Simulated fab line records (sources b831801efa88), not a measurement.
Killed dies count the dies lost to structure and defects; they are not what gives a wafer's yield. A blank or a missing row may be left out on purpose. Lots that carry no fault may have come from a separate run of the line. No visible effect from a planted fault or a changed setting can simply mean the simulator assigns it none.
Matching of chambers + flow gf180mcu + GF_V4_CVD_02 on pecvd-01: 3 sister chambers
The step deposits SiO2 from TEOS, target thk 850 nm, time 94.851 s. 6 wafers are shown with their chamber, then 6 later ones without.

EACH WAFER AND ITS CHAMBER
| wafer  | chamber | heaterPowerW (W) |
|--------|---------|------------------|
| L321.1 | 1       | 968              |
| L323.4 | 0       | 716              |
| L323.5 | 2       | 484              |
| L323.6 | 1       | 962              |
| L324.1 | 0       | 812              |
| L324.2 | 2       | 492              |

WAFERS MISSING THEIR CHAMBER
| wafer  | heaterPowerW (W) |
|--------|------------------|
| L324.6 | 1011             |
| L327.1 | 862              |
| L327.3 | 653              |
| L328.1 | 545              |
| L328.2 | 722              |
| L328.3 | 971              |

WHICH CHAMBER EACH WENT THROUGH
| wafer  | from the rows above     | in truth |
|--------|-------------------------|----------|
| L324.6 | 1                       | 1        |
| L327.1 | can't be placed: 0 or 1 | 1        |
| L327.3 | can't be placed: 0 or 2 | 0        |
| L328.1 | 2                       | 2        |
| L328.2 | 0                       | 0        |
| L328.3 | 1                       | 1        |
Placed correctly: 4 of 6. Cannot be placed on the basis of these rows: 2; the candidates contain the true chamber in 2. Number placed wrongly: 0.
How it was worked out, from the rows above alone: a wafer's distance from a chamber is the root of the sum, over the readings, of the square of ((its reading less the chamber's mean) divided by the reading's scatter). If the next closest chamber is less than 2 further off than the closest, the wafer can't be placed; otherwise it belongs to the closest. Each chamber's mean is taken over the wafers shown for it. The scatter: the root of (the sum of the squares of (reading less its chamber's mean) over the shown wafers, divided by (wafers less chambers)).
